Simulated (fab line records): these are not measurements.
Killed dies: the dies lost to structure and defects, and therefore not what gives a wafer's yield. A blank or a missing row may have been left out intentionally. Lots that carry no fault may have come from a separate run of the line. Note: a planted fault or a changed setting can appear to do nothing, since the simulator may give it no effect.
Which tool is to blame? :: flow gf180mcu :: Sampling: 11 lots, 33 wafers, 6 of 602 route steps

== WHAT THE GAUGES SHOWED, per wafer ==
GF_V3_RS_MEAS_24: the measuring method here is four-point-probe.
lot: L445
measured: day 22 12:38
on: film-metro-01
V3_W_RS (ohm/sq): 0.329 0.323 0.337

lot: L447
measured: day 23 12:22
on: film-metro-02
V3_W_RS (ohm/sq): 0.317 0.327 0.329

lot: L448
measured: day 23 22:46
on: film-metro-01
V3_W_RS (ohm/sq): 0.319 0.320 0.318

lot: L449
measured: day 24 03:56
on: film-metro-02
V3_W_RS (ohm/sq): 0.322 0.329 0.320

lot: L450
measured: day 24 17:03
on: film-metro-02
V3_W_RS (ohm/sq): 0.323 0.332 0.324

lot: L451
measured: day 25 13:26
on: film-metro-02
V3_W_RS (ohm/sq): 0.318 0.320 0.324

lot: L452
measured: day 25 14:22
on: film-metro-04
V3_W_RS (ohm/sq): 0.326 0.329 0.318

lot: L453
measured: day 25 15:07
on: film-metro-01
V3_W_RS (ohm/sq): 0.322 0.326 0.320

lot: L454
measured: day 26 05:59
on: film-metro-04
V3_W_RS (ohm/sq): 0.317 0.329 0.325

lot: L455
measured: day 26 13:20
on: film-metro-04
V3_W_RS (ohm/sq): 0.330 0.319 0.319

lot: L460
measured: day 27 21:11
on: film-metro-02
V3_W_RS (ohm/sq): 0.327 0.322 0.256

GF_V3_THK_MEAS_25: measures by xrf.
lot: L445
measured: day 22 12:44
on: film-metro-01
V3_W_THK (nm): 340 347 333

lot: L447
measured: day 23 12:28
on: film-metro-02
V3_W_THK (nm): 356 344 343

lot: L448
measured: day 23 22:52
on: film-metro-01
V3_W_THK (nm): 353 350 355

lot: L449
measured: day 24 04:02
on: film-metro-02
V3_W_THK (nm): 354 344 355

lot: L450
measured: day 24 17:10
on: film-metro-02
V3_W_THK (nm): 352 342 349

lot: L451
measured: day 25 13:34
on: film-metro-02
V3_W_THK (nm): 358 356 352

lot: L452
measured: day 25 14:29
on: film-metro-04
V3_W_THK (nm): 344 340 351

lot: L453
measured: day 25 15:13
on: film-metro-01
V3_W_THK (nm): 350 347 354

lot: L454
measured: day 26 06:05
on: film-metro-04
V3_W_THK (nm): 350 337 341

lot: L455
measured: day 26 13:26
on: film-metro-04
V3_W_THK (nm): 339 346 348

lot: L460
measured: day 27 21:17
on: film-metro-02
V3_W_THK (nm): 348 357 442

== WHICH TOOL RAN EACH LOT (tool, then ch and the chambers of the sampled wafers, then the start) ==
lot: L445
GF_M3_SPUTTER_03: pvd-sputter-04, day 20 09:46
GF_M3_SPUTTER_04: pvd-sputter-04, day 20 09:47
GF_V3_SPUTTER_22: pvd-sputter-01, day 22 12:26
GF_V3_CVD_23: cvd-w-01 ch 0,1, day 22 12:31

lot: L447
GF_M3_SPUTTER_03: pvd-sputter-04, day 21 11:14
GF_M3_SPUTTER_04: pvd-sputter-04, day 21 11:16
GF_V3_SPUTTER_22: pvd-sputter-02, day 23 12:10
GF_V3_CVD_23: cvd-w-01 ch 0,1, day 23 12:14

lot: L448
GF_M3_SPUTTER_03: pvd-sputter-04, day 21 21:55
GF_M3_SPUTTER_04: pvd-sputter-04, day 21 21:58
GF_V3_SPUTTER_22: pvd-sputter-01, day 23 22:35
GF_V3_CVD_23: cvd-w-01 ch 0, day 23 22:38

lot: L449
GF_M3_SPUTTER_03: pvd-sputter-03, day 22 04:10
GF_M3_SPUTTER_04: pvd-sputter-03, day 22 04:11
GF_V3_SPUTTER_22: pvd-sputter-01, day 24 03:46
GF_V3_CVD_23: cvd-w-02 ch 0,1, day 24 03:48

lot: L450
GF_M3_SPUTTER_03: pvd-sputter-03, day 22 17:37
GF_M3_SPUTTER_04: pvd-sputter-03, day 22 17:38
GF_V3_SPUTTER_22: pvd-sputter-01, day 24 16:54
GF_V3_CVD_23: cvd-w-02 ch 0,1, day 24 16:56

lot: L451
GF_M3_SPUTTER_03: pvd-sputter-04, day 23 14:19
GF_M3_SPUTTER_04: pvd-sputter-04, day 23 14:20
GF_V3_SPUTTER_22: pvd-sputter-04, day 25 13:17
GF_V3_CVD_23: cvd-w-02 ch 0,1, day 25 13:20

lot: L452
GF_M3_SPUTTER_03: pvd-sputter-04, day 23 16:31
GF_M3_SPUTTER_04: pvd-sputter-04, day 23 16:32
GF_V3_SPUTTER_22: pvd-sputter-01, day 25 14:13
GF_V3_CVD_23: cvd-w-01 ch 0,1, day 25 14:15

lot: L453
GF_M3_SPUTTER_03: pvd-sputter-03, day 23 16:43
GF_M3_SPUTTER_04: pvd-sputter-03, day 23 16:44
GF_V3_SPUTTER_22: pvd-sputter-02, day 25 14:55
GF_V3_CVD_23: cvd-w-02 ch 0,1, day 25 14:59

lot: L454
GF_M3_SPUTTER_03: pvd-sputter-04, day 24 07:50
GF_M3_SPUTTER_04: pvd-sputter-04, day 24 07:51
GF_V3_SPUTTER_22: pvd-sputter-04, day 26 05:49
GF_V3_CVD_23: cvd-w-02 ch 0,1, day 26 05:51

lot: L455
GF_M3_SPUTTER_03: pvd-sputter-04, day 24 16:36
GF_M3_SPUTTER_04: pvd-sputter-04, day 24 16:37
GF_V3_SPUTTER_22: pvd-sputter-01, day 26 13:10
GF_V3_CVD_23: cvd-w-02 ch 0,1, day 26 13:12

lot: L460
GF_M3_SPUTTER_03: pvd-sputter-04, day 26 01:25
GF_M3_SPUTTER_04: pvd-sputter-04, day 26 01:26
GF_V3_SPUTTER_22: pvd-sputter-04, day 27 21:01
GF_V3_CVD_23: cvd-w-02 ch 0,1, day 27 21:03
- GF_M3_SPUTTER_03: material Ti, target thk 10 nm, time 6.7 s.
- GF_M3_SPUTTER_04: material TiN, target thk 50 nm, time 41.7 s.
- GF_V3_SPUTTER_22: material TiN, target thk 10 nm, time 40 s.
- GF_V3_CVD_23: deposits W, target thk 350 nm, time 104.9 s.

== WHAT THE TOOLS THEMSELVES READ (means of the sampled wafers that have a number; where no wafer has one, the mark that the record gives instead) ==
GF_M3_SPUTTER_03.
lot: L445
tool: pvd-sputter-04
substrate-temp-c (C): 299.94
throttle-valve-pct (%): 30.0

lot: L447
tool: pvd-sputter-04
substrate-temp-c (C): 300.01
throttle-valve-pct (%): 30.0

lot: L448
tool: pvd-sputter-04
substrate-temp-c (C): 300.11
throttle-valve-pct (%): 30.0

lot: L449
tool: pvd-sputter-03
substrate-temp-c (C): 300.18
throttle-valve-pct (%): 29.9

lot: L450
tool: pvd-sputter-03
substrate-temp-c (C): 300.09
throttle-valve-pct (%): 30.1

lot: L451
tool: pvd-sputter-04
substrate-temp-c (C): 299.92
throttle-valve-pct (%): 30.0

lot: L452
tool: pvd-sputter-04
substrate-temp-c (C): 300.20
throttle-valve-pct (%): 29.9

lot: L453
tool: pvd-sputter-03
substrate-temp-c (C): 300.06
throttle-valve-pct (%): 29.5

lot: L454
tool: pvd-sputter-04
substrate-temp-c (C): 300.02
throttle-valve-pct (%): 30.0

lot: L455
tool: pvd-sputter-04
substrate-temp-c (C): 300.06
throttle-valve-pct (%): 30.0

lot: L460
tool: pvd-sputter-04
substrate-temp-c (C): 300.03
throttle-valve-pct (%): 29.7

GF_M3_SPUTTER_04.
lot: L445
tool: pvd-sputter-04
throttle-valve-pct (%): 30.2

lot: L447
tool: pvd-sputter-04
throttle-valve-pct (%): 29.9

lot: L448
tool: pvd-sputter-04
throttle-valve-pct (%): 29.9

lot: L449
tool: pvd-sputter-03
throttle-valve-pct (%): 29.9

lot: L450
tool: pvd-sputter-03
throttle-valve-pct (%): 30.0

lot: L451
tool: pvd-sputter-04
throttle-valve-pct (%): 30.0

lot: L452
tool: pvd-sputter-04
throttle-valve-pct (%): 30.0

lot: L453
tool: pvd-sputter-03
throttle-valve-pct (%): 29.6

lot: L454
tool: pvd-sputter-04
throttle-valve-pct (%): 30.0

lot: L455
tool: pvd-sputter-04
throttle-valve-pct (%): 30.0

lot: L460
tool: pvd-sputter-04
throttle-valve-pct (%): 29.9

GF_V3_SPUTTER_22.
lot: L445
tool: pvd-sputter-01
throttle-valve-pct (%): 31.3

lot: L447
tool: pvd-sputter-02
throttle-valve-pct (%): 28.8

lot: L448
tool: pvd-sputter-01
throttle-valve-pct (%): 32.2

lot: L449
tool: pvd-sputter-01
throttle-valve-pct (%): 30.3

lot: L450
tool: pvd-sputter-01
throttle-valve-pct (%): 31.3

lot: L451
tool: pvd-sputter-04
throttle-valve-pct (%): 30.0

lot: L452
tool: pvd-sputter-01
throttle-valve-pct (%): 30.2

lot: L453
tool: pvd-sputter-02
throttle-valve-pct (%): 29.6

lot: L454
tool: pvd-sputter-04
throttle-valve-pct (%): 29.9

lot: L455
tool: pvd-sputter-01
throttle-valve-pct (%): 31.4

lot: L460
tool: pvd-sputter-04
throttle-valve-pct (%): 29.8

GF_V3_CVD_23.
lot: L445
tool: cvd-w-01
heater-power-w (W): 730

lot: L447
tool: cvd-w-01
heater-power-w (W): 732

lot: L448
tool: cvd-w-01
heater-power-w (W): 677

lot: L449
tool: cvd-w-02
heater-power-w (W): 982

lot: L450
tool: cvd-w-02
heater-power-w (W): 979

lot: L451
tool: cvd-w-02
heater-power-w (W): 1014

lot: L452
tool: cvd-w-01
heater-power-w (W): 735

lot: L453
tool: cvd-w-02
heater-power-w (W): 994

lot: L454
tool: cvd-w-02
heater-power-w (W): 915

lot: L455
tool: cvd-w-02
heater-power-w (W): 1007

lot: L460
tool: cvd-w-02
heater-power-w (W): 926

== THE ANSWER, worked out from the rows above alone ==
Rule: the lots themselves supply what counts as usual. The widest of any qualifying gaps counts: lots, ordered by their means at a reading, are off when they make up no more than a third of the lots, leave a main group of 4 or more, and stand apart from it by 3 or more times the standard deviation of that group's means. A main group whose means are all the same, to the digits that the tables above print for the reading, isn't used. Also off: a lot with no number at a reading for which 4 or more lots have one. The other lots that the step has rows for count as sound. After the gauges, taken in route order, come the tools' own readings; for these a lot's mean is taken, as printed above. At the first step where some lot is off, the reading lying furthest off is the one used; lots without a number count as furthest.
Off: L460, at GF_V3_RS_MEAS_24 (V3_W_RS). The main group has a mean of 0.324 ohm/sq with a standard deviation of 0.0028.
If a tool, at a process step before that reading, ran all the lots that are off and no sound lot after the first of them, it fits. Not tried: the gauges at GF_V3_RS_MEAS_24; whatever is off there is also off at GF_M3_SPUTTER_03, on other tools, and gauge error can't account for it. Can't be told from this: 2 tools fit, pvd-sputter-04 at GF_M3_SPUTTER_03 and GF_M3_SPUTTER_04 and GF_V3_SPUTTER_22, cvd-w-02 at GF_V3_CVD_23.

== WHAT THE SIMULATOR PUT IN ==
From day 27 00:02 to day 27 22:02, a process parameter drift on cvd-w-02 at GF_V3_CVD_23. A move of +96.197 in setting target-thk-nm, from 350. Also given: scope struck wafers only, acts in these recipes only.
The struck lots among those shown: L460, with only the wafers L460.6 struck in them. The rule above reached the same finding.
